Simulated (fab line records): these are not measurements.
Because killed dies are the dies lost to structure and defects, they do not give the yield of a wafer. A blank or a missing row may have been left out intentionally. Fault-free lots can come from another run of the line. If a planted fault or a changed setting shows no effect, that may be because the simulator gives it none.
fab line records ; flow sky130
[record] lots = 13; wafers = 39; last-day = 50
route steps=708 shown LDD_LDN@301 METAL5@664 PASSIVATION@682 PAD_OPEN@708
lots that met no fault: taken from a fault-free run of the same line
start-h: hours from the record's opening day to when the first of the lot's shown wafers began ; wait-h: hours since the lot's step before ; " repeats the value in the row above ; L1.1+2: several wafers, shown together as one row ; - no value, or no start given ; * or withheld: withheld ; < > ~ a bound
route shown NAME@n: a module of which the file shows steps, and the number in the route of the first ; usual: mean/standard deviation of fault-free wafers ; same: alike in all rows ; chamber/n: place in a boat ; sites: each site's reading ; _std_site: their standard deviation ; _edge_site: outer sites' mean less inner sites' ; radius-mm: for every site, how far away it sits from the centre of the wafer ; mask NAME#n: copy n ; behind: the tool/chamber that last shaped the wafer ; hold: why the lot went on hold/how many hours it stayed there/how the hold came to an end ; device: which transistor (n, p or np) failed to switch ; end of line: the route-end tests of the same wafers ; where a step has no rows: the recipe by itself ; killed: dies that structure and defects cost at the first sort, which is not the same as the wafer's yield ; map: per-die view of a wafer (x killed, . not killed, _ where there is no die)
set.NAME: the setting that was run; set.NAME@STEP: the one run at that earlier step ; model.NAME: the simulator's own value behind a step, which no gauge read
a sample of lots followed through the steps of the route, with each step as a table and each wafer as a row
services: a tool's chamber out of use, with start hour (start-h, from the record's first day; less than 0 if before it), hours out, and reason
[[steps]]
[step SKY_LDD_LDN_STRIP_12]
[recipe] chemistry = O2/N2; power-w = 1400; pressure-mtorr = 1500; platen-temp-c = withheld; o2-flow-sccm = 3000; n2-flow-sccm = 300; overash-fraction = 0.5
[usual] drypump-motor-current-A = 5.9/0.51; oes-product-au = 0.715/0.0044; strip-time-to-endpoint-s = 14.17/0.037
lot.wafer;tool;chamber;start-h;wait-h;drypump-motor-current-A;oes-product-au;rf-hours-counter-h;strip-time-to-endpoint-s
L444.1;plasma-asher-02;0;541.31;0.1;5.0;0.718;70;14.16
L444.4;plasma-asher-02;0;541.31;0.1;5.0;0.716;-;14.21
L444.5;plasma-asher-02;1;541.31;0.1;6.1;0.712;-;14.16
L445.2;plasma-asher-03;0;545.38;0.1;5.9;0.712;11;14.15
L445.3;plasma-asher-03;1;545.38;0.1;6.2;0.722;-;14.13
L445.6;plasma-asher-03;1;545.38;0.1;6.2;0.720;-;14.16
L446.1;plasma-asher-01;1;551.09;0.1;5.8;0.717;45;14.18
L446.2;plasma-asher-01;0;551.09;0.1;6.7;0.719;45;14.17
L446.3;plasma-asher-01;0;551.09;0.1;6.6;0.720;-;14.18
L447.1;plasma-asher-02;0;555.81;0.1;4.9;0.707;72;14.23
L447.3;plasma-asher-02;1;555.81;0.1;6.0;0.718;-;14.17
L447.4;plasma-asher-02;0;555.81;0.1;5.0;0.714;-;14.18
L448.2;plasma-asher-03;0;568.94;0.1;6.0;0.719;14;14.11
L448.3;plasma-asher-03;0;568.94;0.1;6.0;0.719;-;14.13
L448.5;plasma-asher-03;0;568.94;0.1;6.0;0.707;-;14.12
L449.2;plasma-asher-01;0;571.76;0.1;6.6;0.720;47;14.17
L449.3;plasma-asher-01;0;571.76;0.1;6.6;0.714;-;14.14
L449.6;plasma-asher-01;0;571.76;0.1;6.6;0.716;-;14.15
L457.2;plasma-asher-03;0;647.29;0.1;5.9;0.709;22;14.09
L457.3;plasma-asher-03;0;647.29;0.1;6.0;0.716;-;14.13
L457.4;plasma-asher-03;1;647.29;0.1;6.2;0.716;-;14.12
L458.2;plasma-asher-03;0;652.51;0.1;5.9;0.711;22;14.24
L458.5;plasma-asher-03;1;652.51;0.1;6.2;0.713;-;14.23
L458.6;plasma-asher-03;0;652.51;0.1;5.9;0.717;-;14.23
L459.1;plasma-asher-02;0;658.49;0.1;4.9;0.714;82;14.17
L459.4;plasma-asher-02;0;658.49;0.1;5.0;0.707;-;14.16
L459.6;plasma-asher-02;0;658.49;0.1;4.9;0.721;-;14.18
L460.1;plasma-asher-02;1;664.81;0.1;6.1;0.716;83;14.19
L460.2;plasma-asher-02;0;664.81;0.1;5.0;0.721;83;14.16
L460.6;plasma-asher-02;1;664.81;0.1;6.0;0.715;-;14.18
L462.1;plasma-asher-02;0;682.51;0.1;5.0;0.719;85;14.17
L462.2;plasma-asher-02;1;682.51;0.1;6.1;0.715;85;14.23
L462.6;plasma-asher-02;1;682.51;0.1;6.1;0.710;-;14.17
L463.1;plasma-asher-02;0;690.26;0.1;5.0;0.713;86;14.18
L463.3;plasma-asher-02;0;690.26;0.1;5.0;0.711;-;14.20
L463.6;plasma-asher-02;1;690.26;0.1;6.1;0.718;-;14.14
L467.1;plasma-asher-02;0;724.94;0.1;5.0;0.703;89;14.17
L467.3;plasma-asher-02;0;724.94;0.1;5.0;0.720;-;14.14
L467.6;plasma-asher-02;1;724.94;0.1;6.0;0.712;-;14.15
[step SKY_METAL5_SPUTTER_03]
[recipe] material = Ti; target-thk-nm = 5; power-w = 3000; time-s = 3.3; chamber-pressure-pa = 0.4
[usual] throttle-valve-pct = 30.1/0.94
lot.wafer;tool;chamber;start-h;wait-h;throttle-valve-pct
L444.1;pvd-sputter-04;-;1020.43;0.0;29.4
L444.4;pvd-sputter-04;-;1020.43;0.0;30.0
L444.5;pvd-sputter-04;-;1020.43;0.0;29.8
L445.2;pvd-sputter-04;-;1024.68;0.0;29.8
L445.3;pvd-sputter-04;-;1024.68;0.0;31.2
L445.6;pvd-sputter-04;-;1024.68;0.0;29.8
L446.1;pvd-sputter-04;-;1027.06;0.0;31.1
L446.2;pvd-sputter-04;-;1027.06;0.0;29.5
L446.3;pvd-sputter-04;-;1027.06;0.0;31.1
L447.1;pvd-sputter-02;-;1030.06;0.0;30.6
L447.3;pvd-sputter-02;-;1030.06;0.0;30.2
L447.4;pvd-sputter-02;-;1030.06;0.0;28.1
L448.2;pvd-sputter-04;-;1044.07;0.0;29.6
L448.3;pvd-sputter-04;-;1044.07;0.0;30.9
L448.5;pvd-sputter-04;-;1044.07;0.0;30.0
L449.2;pvd-sputter-02;-;1045.57;0.0;28.5
L449.3;pvd-sputter-02;-;1045.57;0.0;31.1
L449.6;pvd-sputter-02;-;1045.57;0.0;31.4
L457.2;pvd-sputter-02;-;1099.32;0.0;30.4
L457.3;pvd-sputter-02;-;1099.32;0.0;31.5
L457.4;pvd-sputter-02;-;1099.32;0.0;30.6
L458.2;pvd-sputter-02;-;1100.38;0.0;31.4
L458.5;pvd-sputter-02;-;1100.38;0.0;30.2
L458.6;pvd-sputter-02;-;1100.38;0.0;31.2
L459.1;pvd-sputter-01;-;1109.47;0.0;28.6
L459.4;pvd-sputter-01;-;1109.47;0.0;30.2
L459.6;pvd-sputter-01;-;1109.47;0.0;30.0
L460.1;pvd-sputter-02;-;1114.57;0.0;28.3
L460.2;pvd-sputter-02;-;1114.57;0.0;30.5
L460.6;pvd-sputter-02;-;1114.57;0.0;30.5
L462.1;pvd-sputter-04;-;1122.12;0.0;29.7
L462.2;pvd-sputter-04;-;1122.12;0.0;29.4
L462.6;pvd-sputter-04;-;1122.12;0.0;31.2
L463.1;pvd-sputter-02;-;1135.36;0.0;30.6
L463.3;pvd-sputter-02;-;1135.36;0.0;28.3
L463.6;pvd-sputter-02;-;1135.36;0.0;30.2
L467.1;pvd-sputter-04;-;1156.25;0.0;30.1
L467.3;pvd-sputter-04;-;1156.25;0.0;29.4
L467.6;pvd-sputter-04;-;1156.25;0.0;31.4
[step SKY_METAL5_SPUTTER_04]
[recipe] material = TiN; target-thk-nm = 70; power-w = 6500; time-s = 58.3; chamber-pressure-pa = 0.4
[usual] throttle-valve-pct = 30.1/0.95
lot.wafer;tool;chamber;start-h;wait-h;throttle-valve-pct
L444.1;pvd-sputter-04;-;1020.45;0.0;29.6
L444.4;pvd-sputter-04;-;1020.45;0.0;29.9
L444.5;pvd-sputter-04;-;1020.45;0.0;29.9
L445.2;pvd-sputter-04;-;1024.70;0.0;30.1
L445.3;pvd-sputter-04;-;1024.70;0.0;31.3
L445.6;pvd-sputter-04;-;1024.70;0.0;29.6
L446.1;pvd-sputter-04;-;1027.08;0.0;31.0
L446.2;pvd-sputter-04;-;1027.08;0.0;29.4
L446.3;pvd-sputter-04;-;1027.08;0.0;31.2
L447.1;pvd-sputter-02;-;1030.07;0.0;30.6
L447.3;pvd-sputter-02;-;1030.07;0.0;29.9
L447.4;pvd-sputter-02;-;1030.07;0.0;28.5
L448.2;pvd-sputter-04;-;1044.08;0.0;29.5
L448.3;pvd-sputter-04;-;1044.08;0.0;31.1
L448.5;pvd-sputter-04;-;1044.08;0.0;29.4
L449.2;pvd-sputter-02;-;1045.58;0.0;28.3
L449.3;pvd-sputter-02;-;1045.58;0.0;31.9
L449.6;pvd-sputter-02;-;1045.58;0.0;31.2
L457.2;pvd-sputter-02;-;1099.34;0.0;30.3
L457.3;pvd-sputter-02;-;1099.34;0.0;31.8
L457.4;pvd-sputter-02;-;1099.34;0.0;30.5
L458.2;pvd-sputter-02;-;1100.40;0.0;31.3
L458.5;pvd-sputter-02;-;1100.40;0.0;30.1
L458.6;pvd-sputter-02;-;1100.40;0.0;31.6
L459.1;pvd-sputter-01;-;1109.49;0.0;28.3
L459.4;pvd-sputter-01;-;1109.49;0.0;30.0
L459.6;pvd-sputter-01;-;1109.49;0.0;30.1
L460.1;pvd-sputter-02;-;1114.59;0.0;28.4
L460.2;pvd-sputter-02;-;1114.59;0.0;30.6
L460.6;pvd-sputter-02;-;1114.59;0.0;30.3
L462.1;pvd-sputter-04;-;1122.14;0.0;30.1
L462.2;pvd-sputter-04;-;1122.14;0.0;29.8
L462.6;pvd-sputter-04;-;1122.14;0.0;31.2
L463.1;pvd-sputter-02;-;1135.38;0.0;30.6
L463.3;pvd-sputter-02;-;1135.38;0.0;28.3
L463.6;pvd-sputter-02;-;1135.38;0.0;30.0
L467.1;pvd-sputter-04;-;1156.26;0.0;30.1
L467.3;pvd-sputter-04;-;1156.26;0.0;29.6
L467.6;pvd-sputter-04;-;1156.26;0.0;31.2
[step SKY_PASSIVATION_THK_MEAS_01]
[recipe] reads = SiO2_of_PASSIVATION_CVD_00
[usual] PASSIVATION_CVD_00_THK = 90.1/1.1
lot.wafer;tool;chamber;start-h;wait-h;PASSIVATION_CVD_00_THK[nm]
L444.1;film-metro-01;-;1044.37;-;87.5
L444.4;film-metro-01;-;1044.37;-;90.0
L444.5;film-metro-01;-;1044.37;-;88.2
L445.2;film-metro-01;-;1048.32;-;89.8
L445.3;film-metro-01;-;1048.32;-;89.6
L445.6;film-metro-01;-;1048.32;-;90.1
L446.1;film-metro-03;-;1050.86;-;88.8
L446.2;film-metro-03;-;1050.86;-;89.4
L446.3;film-metro-03;-;1050.86;-;90.3
L447.1;film-metro-04;-;1051.97;-;88.0
L447.3;film-metro-04;-;1051.97;-;90.0
L447.4;film-metro-04;-;1051.97;-;92.3
L448.2;film-metro-01;-;1066.30;-;90.8
L448.3;film-metro-01;-;1066.30;-;88.8
L448.5;film-metro-01;-;1066.30;-;91.7
L449.2;film-metro-04;-;1069.31;-;87.2
L449.3;film-metro-04;-;1069.31;-;87.3
L449.6;film-metro-04;-;1069.31;-;89.9
L457.2;film-metro-01;-;1120.12;-;89.5
L457.3;film-metro-01;-;1120.12;-;90.2
L457.4;film-metro-01;-;1120.12;-;91.1
L458.2;film-metro-03;-;1121.85;-;90.0
L458.5;film-metro-03;-;1121.85;-;91.3
L458.6;film-metro-03;-;1121.85;-;90.4
L459.1;film-metro-03;-;1129.56;-;89.5
L459.4;film-metro-03;-;1129.56;-;90.3
L459.6;film-metro-03;-;1129.56;-;91.3
L460.1;film-metro-04;-;1135.64;-;90.1
L460.2;film-metro-04;-;1135.64;-;90.5
L460.6;film-metro-04;-;1135.64;-;90.9
L462.1;film-metro-04;-;1142.66;-;89.0
L462.2;film-metro-04;-;1142.66;-;88.8
L462.6;film-metro-04;-;1142.66;-;89.9
L463.1;film-metro-04;-;1155.98;-;90.0
L463.3;film-metro-04;-;1155.98;-;91.3
L463.6;film-metro-04;-;1155.98;-;92.0
L467.1;film-metro-01;-;1174.25;-;89.7
L467.3;film-metro-01;-;1174.25;-;88.8
L467.6;film-metro-01;-;1174.25;-;91.5
[step SKY_PAD_OPEN_PROBE_99]
[usual] killed_at_M0_to_M3 = 44/7.4; killed_at_M4_up = 3.0/1.8; killed-at-contacts = 24/5.1; killed-at-front-end = 15/4.3; killed-at-other = 0.3/0.54; killed-dies = 86/9.9; killed-open = 47/7.1; killed-short = 38/6.7
[same] gross-dies = 492; killed-at-back-side = 0
lot.wafer;tool;chamber;start-h;wait-h;killed_at_M0_to_M3;killed_at_M4_up;killed-at-contacts;killed-at-front-end;killed-at-other;killed-dies;killed-open;killed-short
L444.1;prober-02;-;1090.59;0.1;48;1;19;17;2;87;50;37
L444.4;prober-02;-;1090.74;0.2;56;6;25;11;1;99;57;42
L444.5;prober-02;-;1090.79;0.2;45;2;24;16;0;87;50;37
L445.2;prober-02;-;1094.22;0.1;42;4;25;8;0;79;42;37
L445.3;prober-02;-;1094.27;0.2;59;3;20;11;0;93;45;48
L445.6;prober-02;-;1094.42;0.2;48;1;20;15;0;84;53;31
L446.1;prober-01;-;1097.29;0.1;33;1;21;12;2;69;40;29
L446.2;prober-01;-;1097.34;0.1;28;2;20;7;1;58;41;17
L446.3;prober-01;-;1097.39;0.2;38;6;22;17;1;84;53;31
L447.1;prober-02;-;1098.79;0.1;25;4;25;12;0;66;32;34
L447.3;prober-02;-;1098.89;0.2;44;1;21;17;0;83;36;47
L447.4;prober-02;-;1098.94;0.2;40;2;16;12;0;70;38;32
L448.2;prober-01;-;1110.49;0.1;49;3;24;13;0;89;48;41
L448.3;prober-01;-;1110.54;0.2;51;4;21;12;0;88;41;47
L448.5;prober-01;-;1110.64;0.2;44;3;33;8;0;88;57;31
L449.2;prober-02;-;1113.54;0.1;46;6;23;17;0;92;45;47
L449.3;prober-02;-;1113.59;0.2;43;3;25;14;0;85;43;42
L449.6;prober-02;-;1113.74;0.2;31;3;28;16;0;78;44;34
L457.2;prober-01;-;1161.12;0.1;34;5;13;50;1;103;41;21
L457.3;prober-01;-;1161.17;0.2;43;5;24;50;0;122;52;29
L457.4;prober-01;-;1161.22;0.2;44;3;26;48;0;121;49;34
L458.2;prober-02;-;1164.76;0.1;40;3;27;67;0;137;55;36
L458.5;prober-02;-;1164.91;0.2;37;1;22;49;0;109;40;30
L458.6;prober-02;-;1164.96;0.2;42;4;20;69;0;135;48;40
L459.1;prober-01;-;1168.39;0.1;34;4;25;14;0;77;52;25
L459.4;prober-01;-;1168.54;0.2;54;2;20;12;0;88;56;32
L459.6;prober-01;-;1168.64;0.2;55;5;25;10;0;95;49;46
L460.1;prober-02;-;1172.94;0.1;34;1;26;13;0;74;43;31
L460.2;prober-02;-;1172.99;0.1;48;3;23;12;1;87;55;32
L460.6;prober-02;-;1173.19;0.2;26;2;30;15;0;73;38;35
L462.1;prober-02;-;1179.83;0.1;50;4;27;21;0;102;51;51
L462.2;prober-02;-;1179.88;0.1;45;5;33;12;0;95;59;36
L462.6;prober-02;-;1180.08;0.2;52;2;21;13;0;88;47;41
L463.1;prober-01;-;1191.04;0.1;58;3;15;34;0;110;59;51
L463.3;prober-01;-;1191.14;0.2;41;1;24;15;0;81;47;34
L463.6;prober-01;-;1191.29;0.2;42;0;31;16;2;91;46;45
L467.1;prober-02;-;1208.64;0.1;43;1;20;18;2;84;48;36
L467.3;prober-02;-;1208.74;0.2;43;5;20;15;1;84;39;45
L467.6;prober-02;-;1208.89;0.2;45;6;20;16;0;87;44;43
// killed by level:class
L444.1 VIA1:geometric-particle:open=12 CONTACT:geometric-particle:open=9 VIA2:geometric-particle:open=6 FIELD_ISO:geometric-particle:open=5 CONTACT:geometric-particle:short=5 METAL3:geometric-particle:short=5 METAL2:geometric-particle:short=4 VIA2:geometric-particle:short=4
L444.4 VIA1:geometric-particle:open=15 VIA3:geometric-particle:open=8 LI_CONTACT:geometric-particle:open=8 CONTACT:geometric-particle:open=7 METAL1:geometric-particle:short=6 VIA2:geometric-particle:open=6 VIA1:geometric-particle:short=6 METAL3:geometric-particle:short=5
L444.5 VIA1:geometric-particle:open=12 CONTACT:geometric-particle:short=8 CONTACT:geometric-particle:open=7 VIA3:geometric-particle:open=7 LI_CONTACT:geometric-particle:open=6 FIELD_ISO:geometric-particle:open=5 METAL2:geometric-particle:short=5 FIELD_ISO:geometric-particle:short=4
L445.2 CONTACT:geometric-particle:open=10 LI_CONTACT:geometric-particle:open=8 VIA1:geometric-particle:open=8 METAL2:geometric-particle:short=6 VIA3:geometric-particle:open=6 CONTACT:geometric-particle:short=4 METAL1:geometric-particle:short=4 VIA2:geometric-particle:open=4
L445.3 VIA1:geometric-particle:open=15 CONTACT:geometric-particle:short=9 METAL1:geometric-particle:short=8 METAL2:geometric-particle:short=8 VIA1:geometric-particle:short=7 VIA2:geometric-particle:open=6 POLY_GATE:geometric-particle:open=4 LI_CONTACT:geometric-particle:open=4
L445.6 CONTACT:geometric-particle:open=15 VIA1:geometric-particle:open=9 METAL2:geometric-particle:short=9 VIA2:geometric-particle:open=7 VIA3:geometric-particle:open=7 FIELD_ISO:geometric-particle:open=5 VIA1:geometric-particle:short=4 VIA3:geometric-particle:short=4
L446.1 VIA1:geometric-particle:open=7 VIA3:geometric-particle:open=7 CONTACT:geometric-particle:open=6 LI_CONTACT:geometric-particle:open=6 METAL1:geometric-particle:short=6 FIELD_ISO:geometric-particle:short=5 VIA2:geometric-particle:open=5 LI_CONTACT:geometric-particle:short=4
L446.2 CONTACT:geometric-particle:open=12 VIA1:geometric-particle:open=8 VIA2:geometric-particle:open=5 VIA3:geometric-particle:open=5 LI_CONTACT:geometric-particle:open=3 CONTACT:geometric-particle:short=3 METAL1:geometric-particle:open=2 METAL2:geometric-particle:short=2
L446.3 VIA1:geometric-particle:open=14 LI_CONTACT:geometric-particle:open=8 CONTACT:geometric-particle:open=7 VIA3:geometric-particle:open=6 METAL1:geometric-particle:short=4 SPACER:geometric-particle:open=4 VIA1:geometric-particle:short=4 METAL4:geometric-particle:short=4
L447.1 CONTACT:geometric-particle:open=11 LI_CONTACT:geometric-particle:open=6 CONTACT:geometric-particle:short=6 METAL1:geometric-particle:short=5 VIA1:geometric-particle:short=4 METAL4:geometric-particle:short=4 FIELD_ISO:geometric-particle:open=3 POLY_CUT:geometric-particle:short=3
L447.3 VIA1:geometric-particle:open=8 VIA2:geometric-particle:open=6 CONTACT:geometric-particle:short=6 METAL2:geometric-particle:short=6 METAL3:geometric-particle:short=6 VIA3:geometric-particle:open=5 LI_CONTACT:geometric-particle:open=5 CONTACT:geometric-particle:open=5
L447.4 VIA1:geometric-particle:open=7 VIA2:geometric-particle:open=7 LI_CONTACT:geometric-particle:open=6 FIELD_ISO:geometric-particle:open=5 FIELD_ISO:geometric-particle:short=4 CONTACT:geometric-particle:short=4 VIA1:geometric-particle:short=4 VIA2:geometric-particle:short=4
L448.2 VIA1:geometric-particle:open=13 LI_CONTACT:geometric-particle:open=11 VIA2:geometric-particle:open=8 VIA3:geometric-particle:short=6 METAL1:geometric-particle:short=5 METAL2:geometric-particle:short=5 FIELD_ISO:geometric-particle:short=4 VIA1:geometric-particle:short=4
L448.3 VIA1:geometric-particle:open=15 LI_CONTACT:geometric-particle:open=7 CONTACT:geometric-particle:open=7 METAL1:geometric-particle:short=7 METAL2:geometric-particle:short=7 VIA3:geometric-particle:open=6 FIELD_ISO:geometric-particle:short=5 CONTACT:geometric-particle:short=5
L448.5 VIA1:geometric-particle:open=16 LI_CONTACT:geometric-particle:open=16 CONTACT:geometric-particle:open=8 VIA3:geometric-particle:open=6 LI_CONTACT:geometric-particle:short=5 VIA2:geometric-particle:open=5 VIA1:geometric-particle:short=5 METAL2:geometric-particle:short=3
L449.2 CONTACT:geometric-particle:open=11 METAL3:geometric-particle:short=10 METAL2:geometric-particle:short=9 FIELD_ISO:geometric-particle:open=8 VIA2:geometric-particle:short=5 LI_CONTACT:geometric-particle:short=5 VIA1:geometric-particle:open=5 FIELD_ISO:geometric-particle:short=4
L449.3 LI_CONTACT:geometric-particle:open=8 METAL1:geometric-particle:short=8 VIA1:geometric-particle:open=8 LI_CONTACT:geometric-particle:short=7 VIA2:geometric-particle:open=5 METAL2:geometric-particle:short=5 FIELD_ISO:geometric-particle:open=4 CONTACT:geometric-particle:open=4
L449.6 LI_CONTACT:geometric-particle:open=13 CONTACT:geometric-particle:open=8 VIA1:geometric-particle:open=7 VIA3:geometric-particle:open=7 FIELD_ISO:geometric-particle:short=6 FIELD_ISO:geometric-particle:open=4 POLY_GATE:geometric-particle:short=4 LI_CONTACT:geometric-particle:short=4
L457.2 LDD_LDN:unspecified=40 VIA1:geometric-particle:open=8 VIA3:geometric-particle:open=7 POLY_GATE:geometric-particle:open=6 VIA1:geometric-particle:short=6 CONTACT:geometric-particle:open=5 VIA2:geometric-particle:open=5 LI_CONTACT:geometric-particle:open=4
L457.3 LDD_LDN:unspecified=41 LI_CONTACT:geometric-particle:open=10 VIA2:geometric-particle:open=9 CONTACT:geometric-particle:open=8 VIA1:geometric-particle:open=7 METAL2:geometric-particle:short=7 VIA3:geometric-particle:open=6 VIA1:geometric-particle:short=4
L457.4 LDD_LDN:unspecified=38 VIA1:geometric-particle:open=12 CONTACT:geometric-particle:open=12 VIA2:geometric-particle:open=7 LI_CONTACT:geometric-particle:open=6 METAL1:geometric-particle:short=5 VIA1:geometric-particle:short=5 VIA3:geometric-particle:open=4
L458.2 LDD_LDN:unspecified=46 CONTACT:geometric-particle:open=10 VIA1:geometric-particle:open=9 LI_CONTACT:geometric-particle:open=8 FIELD_ISO:geometric-particle:open=6 VIA2:geometric-particle:open=6 METAL2:geometric-particle:short=6 CONTACT:geometric-particle:short=5
L458.5 LDD_LDN:unspecified=39 VIA1:geometric-particle:open=14 CONTACT:geometric-particle:open=10 METAL2:geometric-particle:short=5 LI_CONTACT:geometric-particle:open=4 CONTACT:geometric-particle:short=4 VIA1:geometric-particle:short=4 VIA3:geometric-particle:open=4
L458.6 LDD_LDN:unspecified=47 CONTACT:geometric-particle:open=9 VIA1:geometric-particle:open=8 POLY_GATE:geometric-particle:short=7 POLY_GATE:geometric-particle:open=7 METAL2:geometric-particle:short=7 VIA2:geometric-particle:open=6 METAL1:geometric-particle:short=5
L459.1 LI_CONTACT:geometric-particle:open=10 VIA3:geometric-particle:open=9 VIA1:geometric-particle:open=7 CONTACT:geometric-particle:open=6 POLY_GATE:geometric-particle:open=4 CONTACT:geometric-particle:short=4 METAL2:geometric-particle:short=4 VIA2:geometric-particle:open=4
L459.4 VIA1:geometric-particle:open=14 VIA3:geometric-particle:open=10 VIA2:geometric-particle:open=9 LI_CONTACT:geometric-particle:open=7 CONTACT:geometric-particle:open=7 VIA1:geometric-particle:short=5 METAL2:geometric-particle:short=5 VIA3:geometric-particle:short=4
L459.6 VIA2:geometric-particle:open=11 CONTACT:geometric-particle:open=11 VIA1:geometric-particle:open=9 VIA2:geometric-particle:short=7 VIA3:geometric-particle:open=7 METAL1:geometric-particle:short=5 VIA3:geometric-particle:short=5 LI_CONTACT:geometric-particle:short=4
L460.1 LI_CONTACT:geometric-particle:open=10 CONTACT:geometric-particle:open=9 METAL1:geometric-particle:short=6 VIA2:geometric-particle:open=6 FIELD_ISO:geometric-particle:short=5 POLY_GATE:geometric-particle:short=5 VIA1:geometric-particle:open=5 METAL2:geometric-particle:short=4
L460.2 CONTACT:geometric-particle:open=13 VIA3:geometric-particle:open=13 VIA1:geometric-particle:open=8 METAL1:geometric-particle:short=6 VIA2:geometric-particle:open=6 FIELD_ISO:geometric-particle:open=5 LI_CONTACT:geometric-particle:open=4 VIA3:geometric-particle:short=4
L460.6 CONTACT:geometric-particle:open=10 LI_CONTACT:geometric-particle:open=8 LI_CONTACT:geometric-particle:short=6 VIA1:geometric-particle:open=6 FIELD_ISO:geometric-particle:open=5 METAL2:geometric-particle:short=5 VIA2:geometric-particle:open=5 FIELD_ISO:geometric-particle:short=4
L462.1 VIA1:geometric-particle:open=13 CONTACT:geometric-particle:open=12 METAL2:geometric-particle:short=9 LI_CONTACT:geometric-particle:open=8 VIA1:geometric-particle:short=8 POLY_GATE:geometric-particle:short=6 METAL1:geometric-particle:short=6 FIELD_ISO:geometric-particle:open=5
L462.2 LI_CONTACT:geometric-particle:open=15 CONTACT:geometric-particle:open=12 VIA1:geometric-particle:open=8 VIA1:geometric-particle:short=7 VIA3:geometric-particle:open=7 VIA2:geometric-particle:open=7 VIA2:geometric-particle:short=5 POLY_GATE:geometric-particle:short=4
L462.6 VIA1:geometric-particle:open=10 VIA3:geometric-particle:open=9 FIELD_ISO:geometric-particle:open=6 LI_CONTACT:geometric-particle:open=6 METAL2:geometric-particle:short=6 METAL1:geometric-particle:short=6 CONTACT:geometric-particle:open=5 VIA2:geometric-particle:open=5
L463.1 VIA1:geometric-particle:open=17 POLY_GATE:geometric-particle:open=9 METAL2:geometric-particle:short=9 FIELD_ISO:geometric-particle:short=8 CONTACT:geometric-particle:open=8 VIA3:geometric-particle:open=7 METAL1:geometric-particle:short=6 FIELD_ISO:geometric-particle:open=5
L463.3 CONTACT:geometric-particle:open=12 VIA1:geometric-particle:open=12 METAL2:geometric-particle:short=7 VIA3:geometric-particle:open=7 CONTACT:geometric-particle:short=6 LI_CONTACT:geometric-particle:open=4 FIELD_ISO:geometric-particle:short=3 FIELD_ISO:geometric-particle:open=3
L463.6 CONTACT:geometric-particle:open=10 VIA2:geometric-particle:short=8 LI_CONTACT:geometric-particle:open=8 VIA1:geometric-particle:open=7 METAL1:geometric-particle:short=6 VIA2:geometric-particle:open=6 FIELD_ISO:geometric-particle:short=5 FIELD_ISO:geometric-particle:open=5
L467.1 CONTACT:geometric-particle:open=11 VIA1:geometric-particle:open=10 VIA3:geometric-particle:open=7 FIELD_ISO:geometric-particle:open=5 METAL1:geometric-particle:short=5 POLY_GATE:geometric-particle:short=4 LI_CONTACT:geometric-particle:open=4 VIA1:geometric-particle:short=4
L467.3 METAL1:geometric-particle:short=9 VIA2:geometric-particle:open=8 VIA1:geometric-particle:open=6 LI_CONTACT:geometric-particle:open=5 METAL2:geometric-particle:short=5 CONTACT:geometric-particle:open=5 VIA1:geometric-particle:short=5 FIELD_ISO:geometric-particle:open=4
L467.6 VIA1:geometric-particle:open=14 VIA1:geometric-particle:short=11 CONTACT:geometric-particle:open=7 POLY_GATE:geometric-particle:open=5 METAL1:geometric-particle:short=5 FIELD_ISO:geometric-particle:open=3 FIELD_ISO:geometric-particle:short=3 LI_CONTACT:geometric-particle:short=3
[[services]]
tool;chamber;start-h;hours;kind
pvd-sputter-04;-;528.73;1.1;repair
pvd-sputter-04;-;566.78;2.7;repair
plasma-asher-01;-;643.15;0.6;repair
pvd-sputter-01;-;682.30;6.1;repair
pvd-sputter-01;-;695.41;1.3;repair
plasma-asher-02;-;702.07;2.5;repair
plasma-asher-02;-;743.28;0.5;repair
pvd-sputter-02;-;760.02;3.3;repair
plasma-asher-01;-;781.06;15.6;pm
pvd-sputter-02;-;794.62;0.8;repair
pvd-sputter-01;-;797.49;3.7;repair
pvd-sputter-01;-;850.02;2.4;repair
plasma-asher-02;-;874.67;2.9;repair
pvd-sputter-04;-;932.38;1.5;repair
pvd-sputter-04;-;941.53;4.7;repair
pvd-sputter-01;-;947.22;5.7;repair
plasma-asher-01;-;1015.86;9.2;repair
pvd-sputter-02;-;1020.43;8.2;repair
plasma-asher-01;-;1028.03;6.2;repair
plasma-asher-02;-;1055.25;9.0;pm
plasma-asher-03;-;1072.20;14.6;pm
pvd-sputter-04;-;1109.37;3.8;repair
pvd-sputter-04;-;1133.70;5.2;repair
plasma-asher-02;-;1155.32;5.0;repair
[[key]]
[first-sign] step = SKY_PAD_OPEN_PROBE_99; reading = killed-at-front-end; direction = up; sigmas = 9.4; usual = 15; struck = 56
[effect] step = SKY_PAD_OPEN_PROBE_99; reading = killed-dies; direction = up; sigmas = 3.6; usual = 86; struck = 121
met-at SKY_LDD_LDN_STRIP_12
struck-lots L457,L458
tester-left-out L457,L458
not-acting-at SKY_METAL5_SPUTTER_03,SKY_METAL5_SPUTTER_04,SKY_PASSIVATION_THK_MEAS_01
onset-between 568.94 647.29
[fault] kind = chamber-particle-source; tool = plasma-asher-03; chamber = -; onset-h = 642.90; steps = SKY_LDD_LDN_STRIP_12; rate-per-visit-cm2 = 1.2676; end-h = 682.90
// tester-left-out: of these lots the tester's yield and bins aren't shown, on N5 and GAA mostly nor the transistor test; their killed dies are dies lost to structure and defects alone, not to doping, threshold or leakage, so they don't give the yield
